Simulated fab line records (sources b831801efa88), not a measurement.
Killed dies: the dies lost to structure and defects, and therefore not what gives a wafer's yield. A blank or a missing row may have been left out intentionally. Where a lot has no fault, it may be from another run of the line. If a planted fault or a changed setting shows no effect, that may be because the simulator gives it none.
fab line records    flow sky130    part 2 of 2: steps 29 to 39 of 39
[record] lots = 5  wafers = 15  last-day = 48
route steps=708 shown FIELD_ISO@24 NWELL@32 DNWELL@35 PWDE@45
lots that met no fault: taken from a fault-free run of the same line
start-h: hours from the record's opening day to when the first of the lot's shown wafers began    wait-h: hours elapsed since this lot's preceding step    " as in the row above    L1.1+2: a row that stands for several wafers    - no value, or no start was given    * or withheld: withheld    < > ~ a bound
route shown NAME@n: NAME is a module with steps in the file, n the number in the route of the first one    usual: mean/standard deviation of fault-free wafers    same: alike in all rows    chamber/n: place in a boat    sites: the reading at each site    _std_site: the standard deviation of these    _edge_site: mean of outer sites minus mean of inner sites    radius-mm: for every site, how far away it sits from the centre of the wafer    mask NAME#n: copy n    behind: the most recent tool/chamber to have shaped the wafer    hold: reason for holding the lot/hours on hold/outcome of the hold    device: whichever transistor did not switch (one of n, p or np)    end of line: the same wafers' tests at the end of the route    a step given without rows: its recipe and nothing more    killed: dies that structure and defects cost at the first sort, which is not the same as the wafer's yield    map: dies across one wafer; x = killed, . = not, _ = none there
set.NAME: the setting that was run; set.NAME@STEP: the one run at that earlier step    model.NAME: the simulator's own value behind a step, which no gauge read
lots seen at some steps along the route; tables by step, rows by wafer
services: a tool's chamber out of use, with start hour (start-h, from the record's first day; less than 0 if before it), hours out, and reason
[[steps]]
[step SKY_PWDE_OVL_MEAS_07]
[usual] PWDE_OVL = -0.3/1.7
lot.wafer  tool        chamber  start-h  wait-h  PWDE_OVL[nm]
L078.2     overlay-02  -        89.66    -       -0.5
L078.3     "           -        "        "       -2.7
L078.6     "           -        "        "       -1.2
L084.2     overlay-01  -        125.07   -       2.9
L084.3     "           -        "        "       1.3
L084.4     "           -        "        "       2.5
L085.2     overlay-02  -        132.17   -       -4.0
L085.3     "           -        "        "       -2.3
L085.4     "           -        "        "       -2.4
L086.3     overlay-01  -        132.53   -       0.1
L086.4     "           -        "        "       1.6
L086.6     "           -        "        "       1.7
L087.1     overlay-02  -        140.52   -       -0.5
L087.4     "           -        "        "       0.5
L087.6     "           -        "        "       0.2
[step SKY_PWDE_IMPLANT_08]
[recipe] species = B  energy-kev = 150  dose-cm2 = 3.54e+12  tilt-deg = withheld
lot.wafer   tool          chamber  start-h  wait-h
L078.2+3+6  implanter-04  0        89.72    0.0
L084.2+3+4  implanter-03  0        125.13   0.0
L085.2+3+4  implanter-04  0        132.23   0.0
L086.3+4+6  implanter-02  0        132.60   0.1
L087.1+4+6  implanter-03  0        140.55   0.0
[step SKY_PWDE_STRIP_09]
[recipe] chemistry = O2/N2  power-w = 1400  pressure-mtorr = 1500  platen-temp-c = withheld  o2-flow-sccm = 3000  n2-flow-sccm = 300  overash-fraction = 0.5
[usual] drypump-motor-current-A = 5.8/0.62  oes-product-au = 0.723/0.0047  strip-time-to-endpoint-s = 36.91/0.1
lot.wafer  tool             chamber  start-h  wait-h  drypump-motor-current-A  oes-product-au  rf-hours-counter-h  strip-time-to-endpoint-s
L078.2     plasma-asher-03  0        89.84    0.1     5.1                      0.719           41                  36.87
L078.3     "                1        "        "       5.6                      0.724           -                   36.87
L078.6     "                0        "        "       5.1                      0.727           -                   36.98
L084.2     plasma-asher-02  1        125.25   0.1     6.6                      0.718           45                  36.88
L084.3     "                1        "        "       6.7                      0.726           -                   36.83
L084.4     "                0        "        "       5.5                      0.727           -                   36.88
L085.2     plasma-asher-03  0        132.35   0.1     5.1                      0.726           46                  37.00
L085.3     "                0        "        "       5.0                      0.735           -                   37.09
L085.4     "                1        "        "       5.5                      0.723           -                   36.89
L086.3     plasma-asher-02  0        132.73   0.1     5.5                      0.716           -                   36.69
L086.4     "                1        "        "       6.7                      0.733           -                   36.82
L086.6     "                0        "        "       5.5                      0.719           -                   36.80
L087.1     plasma-asher-04  0        140.70   0.1     6.6                      0.725           1                   37.09
L087.4     "                1        "        "       6.1                      0.727           -                   37.18
L087.6     "                1        "        "       6.1                      0.723           -                   37.17
[step SKY_PWDE_TW_MEAS_10]
[usual] PWDE_TW = 368/3.2
lot.wafer  tool           chamber  start-h  wait-h  PWDE_TW
L078.2     film-metro-03  -        89.95    0.1     365
L078.3     "              -        "        "       363
L078.6     "              -        "        "       364
L084.2     film-metro-02  -        125.36   0.1     368
L084.3     "              -        "        "       369
L084.4     "              -        "        "       367
L085.2     film-metro-04  -        132.46   0.1     374
L085.3     "              -        "        "       374
L085.4     "              -        "        "       374
L086.3     film-metro-03  -        132.82   0.1     364
L086.4     "              -        "        "       365
L086.6     "              -        "        "       364
L087.1     film-metro-03  -        140.80   0.1     363
L087.4     "              -        "        "       363
L087.6     "              -        "        "       362
[step SKY_NWELL_DEHYDRATE_03]
[recipe] temp-c = 200  time-s = 60
[usual] resist-line-temp-C = 22.99/0.1
lot.wafer  tool            chamber  start-h  wait-h  resist-line-temp-C
L078.2     litho-track-02  0        98.44    8.5     22.91
L078.3     "               0        "        "       23.09
L078.6     "               0        "        "       23.07
L084.2     litho-track-02  0        133.89   8.5     23.03
L084.3     "               0        "        "       22.89
L084.4     "               0        "        "       22.99
L085.2     litho-track-04  0        141.30   8.8     22.83
L085.3     "               0        "        "       23.03
L085.4     "               0        "        "       23.05
L086.3     litho-track-03  0        141.62   8.8     22.89
L086.4     "               0        "        "       22.93
L086.6     "               0        "        "       22.99
L087.1     litho-track-04  0        150.18   9.4     23.04
L087.4     "               0        "        "       23.00
L087.6     "               0        "        "       23.12
[step SKY_NWELL_HMDS_04]
[recipe] prime-time-s = 60  prime-temp-c = 120
[usual] resist-line-temp-C = 23.00/0.12
lot.wafer  tool            chamber  start-h  wait-h  resist-line-temp-C
L078.2     litho-track-02  0        98.59    0.1     23.04
L078.3     "               0        "        "       23.04
L078.6     "               0        "        "       22.98
L084.2     litho-track-02  0        134.04   0.1     23.11
L084.3     "               0        "        "       22.99
L084.4     "               0        "        "       22.98
L085.2     litho-track-04  0        141.45   0.1     23.07
L085.3     "               0        "        "       23.02
L085.4     "               0        "        "       22.98
L086.3     litho-track-03  0        141.77   0.1     22.97
L086.4     "               0        "        "       23.00
L086.6     "               0        "        "       22.85
L087.1     litho-track-04  0        150.33   0.1     22.85
L087.4     "               0        "        "       22.98
L087.6     "               0        "        "       23.05
[step SKY_NWELL_COAT_05]
[recipe] spin-rpm = 2000  resist-thk-nm = 3000
[usual] resist-line-temp-C = 23.00/0.11
lot.wafer  tool            chamber  start-h  wait-h  resist-line-temp-C
L078.2     litho-track-02  0        98.74    0.1     23.12
L078.3     "               0        "        "       23.12
L078.6     "               0        "        "       22.93
L084.2     litho-track-02  0        134.19   0.1     22.77
L084.3     "               0        "        "       22.85
L084.4     "               0        "        "       22.76
L085.2     litho-track-04  0        141.60   0.1     22.98
L085.3     "               0        "        "       22.74
L085.4     "               0        "        "       22.95
L086.3     litho-track-03  0        141.92   0.1     23.00
L086.4     "               0        "        "       23.10
L086.6     "               0        "        "       23.05
L087.1     litho-track-04  0        150.48   0.1     23.06
L087.4     "               0        "        "       22.90
L087.6     "               0        "        "       22.93
[step SKY_NWELL_SOFTBAKE_06]
[recipe] temp-c = 110  time-s = withheld
[usual] resist-line-temp-C = 22.99/0.13
lot.wafer  tool            chamber  start-h  wait-h  resist-line-temp-C
L078.2     litho-track-02  0        98.90    0.1     22.79
L078.3     "               0        "        "       22.87
L078.6     "               0        "        "       22.87
L084.2     litho-track-02  0        134.35   0.1     23.02
L084.3     "               0        "        "       22.84
L084.4     "               0        "        "       22.91
L085.2     litho-track-04  0        141.76   0.1     23.09
L085.3     "               0        "        "       23.11
L085.4     "               0        "        "       23.11
L086.3     litho-track-03  0        142.08   0.1     23.08
L086.4     "               0        "        "       22.91
L086.6     "               0        "        "       22.96
L087.1     litho-track-04  0        150.63   0.1     23.29
L087.4     "               0        "        "       23.14
L087.6     "               0        "        "       23.21
[step SKY_NWELL_EXPOSE_07]
[recipe] mask-id = NWM  na = 0.6  source-shape = conventional  sigma-outer = 0.6  polarization = unpolarized  target-cd-nm = 840  dose-mj = 255
lot.wafer   tool              chamber  start-h  wait-h  mask
L078.2+3+6  iline-stepper-01  0        -        -       NWM#0
L084.2+3+4  iline-stepper-02  0        -        -       NWM#0
L085.2+3+4  iline-stepper-02  0        -        -       NWM#0
L086.3+4+6  iline-stepper-01  0        -        -       NWM#0
L087.1+4+6  iline-stepper-01  0        -        -       NWM#0
[step SKY_NWELL_PEB_08]
[recipe] temp-c = 115  time-s = withheld
[usual] resist-line-temp-C = 22.97/0.09
lot.wafer  tool            chamber  start-h  wait-h  resist-line-temp-C
L078.2     litho-track-04  0        -        -       23.03
L078.3     "               0        "        "       23.04
L078.6     "               0        "        "       22.98
L084.2     litho-track-02  0        -        -       23.07
L084.3     "               0        "        "       22.96
L084.4     "               0        "        "       22.92
L085.2     litho-track-02  0        -        -       22.94
L085.3     "               0        "        "       22.84
L085.4     "               0        "        "       22.77
L086.3     litho-track-04  0        -        -       22.95
L086.4     "               0        "        "       23.17
L086.6     "               0        "        "       22.96
L087.1     litho-track-04  0        -        -       22.87
L087.4     "               0        "        "       22.99
L087.6     "               0        "        "       23.07
[step SKY_NWELL_DEVELOP_09]
[recipe] wall-angle-deg = 90  developer = TMAH  develop-time-s = 60  dev-temp-c = 23
[usual] resist-line-temp-C = 22.98/0.11
lot.wafer  tool            chamber  start-h  wait-h  resist-line-temp-C
L078.2     litho-track-04  0        -        -       23.09
L078.3     "               0        "        "       22.97
L078.6     "               0        "        "       23.06
L084.2     litho-track-02  0        -        -       23.07
L084.3     "               0        "        "       22.89
L084.4     "               0        "        "       22.86
L085.2     litho-track-02  0        -        -       22.77
L085.3     "               0        "        "       22.82
L085.4     "               0        "        "       22.86
L086.3     litho-track-04  0        -        -       22.85
L086.4     "               0        "        "       22.81
L086.6     "               0        "        "       22.79
L087.1     litho-track-04  0        -        -       23.07
L087.4     "               0        "        "       22.90
L087.6     "               0        "        "       22.95
[[services]]
tool              chamber  start-h  hours  kind
implanter-01      -        33.15    3.7    repair
furnace-01        -        35.69    3.7    pm
cmp-01            -        38.93    6.7    pm
cmp-01            -        45.87    3.6    repair
implanter-02      -        46.03    3.8    pm
plasma-asher-04   -        46.68    0.6    repair
cmp-01            -        57.25    3.6    pm
cmp-02            -        60.87    6.9    pm
iline-stepper-02  -        64.65    1.7    pm
hdpcvd-02         -        66.75    15.0   pm
cmp-02            -        71.89    4.0    pm
hdpcvd-01         2        78.65    11.6   repair
plasma-asher-02   -        81.77    1.3    repair
iline-stepper-01  -        84.77    1.1    repair
cmp-02            -        90.89    1.5    repair
iline-stepper-02  -        99.92    4.4    pm
implanter-04      -        111.20   16.9   pm
hdpcvd-02         -        132.30   0.9    repair
implanter-01      -        133.62   1.6    repair
implanter-04      -        134.32   3.9    pm
cmp-02            -        139.57   1.6    repair
furnace-01        -        145.52   3.6    pm
implanter-01      -        147.70   1.8    repair
iline-stepper-02  -        150.49   0.8    repair
